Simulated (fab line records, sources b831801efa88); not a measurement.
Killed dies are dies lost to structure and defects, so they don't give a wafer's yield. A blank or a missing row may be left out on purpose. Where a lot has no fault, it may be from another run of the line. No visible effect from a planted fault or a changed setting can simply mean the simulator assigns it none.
8D (eight disciplines) problem report, filled in by code ; flow gf180mcu ; the parts of the form that need people (team, actions taken, sign-off) are left out

1. THE ISSUE
Mean MIM_ALCU_RS at GF_MIM_RS_MEAS_10: 0.1978 ohm/sq over 6 wafers in 2 lots; fault-free wafers: 0.1609 ohm/sq, standard deviation 0.0026. That puts it +14 standard deviations away from the usual mean.
The step: measures by four-point-probe.
First seen on wafer L226.4, day 30 00:11, on filmMetro-02. At this step, 27 wafers from 9 lots have a number in the record. The rule behind "out" and "out of limits": a value lying over 4 standard deviations away from the usual mean. Any other wafer with a number is counted as sound.

2. WHAT THIS IS AND IS NOT
question;is;is not
which readings at this step;MIM_ALCU_RS;-
which lots;L225, L226;L210, L212, L216, L221, L229, L230, L231
which wafers of those lots;all that have a number;-
read on which gauges;filmMetro-02;filmMetro-01, filmMetro-03
when;from day 30 00:11;"up to then (12 sound wafers); but 9 sound wafers of L229, L230, L231 came after"

3. SUSPECTS, AND WHAT RULES EACH OUT
Counting: a tool at any process step up to the reading remains a suspect when it ran all the lots that are out and ran no sound lot after the first of those.
- the gauge at GF_MIM_RS_MEAS_10 is ruled out. All the wafers that are out were read on filmMetro-02, but those of them that GF_MIM_METAL_ETCH_19 has rows for are out there too, on other tools.
- pvdSputter-02 at GF_MIM_SPUTTER_08 (material AlCu, target thk 200 nm, time 10.6 s): kept. All lots that are out passed through it, beginning with L226 at day 30 00:05, and no sound lot followed; its final sound lot before that point was L221 at day 28 19:35.
Remaining after the count: pvdSputter-02 at GF_MIM_SPUTTER_08.

4. THE CAUSE (what the simulator had put in)
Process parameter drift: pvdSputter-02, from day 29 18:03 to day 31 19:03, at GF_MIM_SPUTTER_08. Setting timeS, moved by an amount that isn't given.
The count eliminated every tool but this one.

5. THE CHAIN OF EFFECTS, in route order
One row per reading whose mean, taken over the struck wafers that have a number, lies over 3 standard deviations from the usual. Readings are gone through only where the record gives a usual standard deviation; hours: the median, over the lots, of the time from a lot's start at the first step in this table giving one to that lot's start at this step; sigmas: the change measured in usual standard deviations.
hours;step;reading;usual;on struck wafers;change;sigmas
0;GF_MIM_RS_MEAS_10;MIM_ALCU_RS;0.1609 ohm/sq;0.1978;+0.0369;+14
0;GF_MIM_THK_MEAS_11;MIM_ALCU_THK;202 nm;165;-37;-11
18;GF_MIM_METAL_ETCH_19;oesProductAu;0.940 a.u.;0.870;-0.070;-9.3
18;GF_MIM_METAL_ETCH_19;throttleValvePct;28.286 %;28.364;+0.078;+6.5
It contains these process steps:
- GF_MIM_METAL_ETCH_19: etches the open film in Cl2/BCl3, stops on Si3N4, target depth 324.5 nm, time 54.1 s.

6. HOW IT WOULD HAVE BEEN CAUGHT EARLIER
In this record the first reading out of limits at a measuring or inspecting step was taken at day 30 00:11, 6 hours after the fault began at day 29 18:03.
Of the tool readings at GF_MIM_SPUTTER_08 for which the record gives a usual standard deviation, none was out on any struck wafer, so an alarm limit of 4 standard deviations on them would not have fired.
Lots out: 2; of these, L225 started GF_MIM_SPUTTER_08 on pvdSputter-02 after day 30 00:11. A tool hold placed at that time would have kept it from harm.
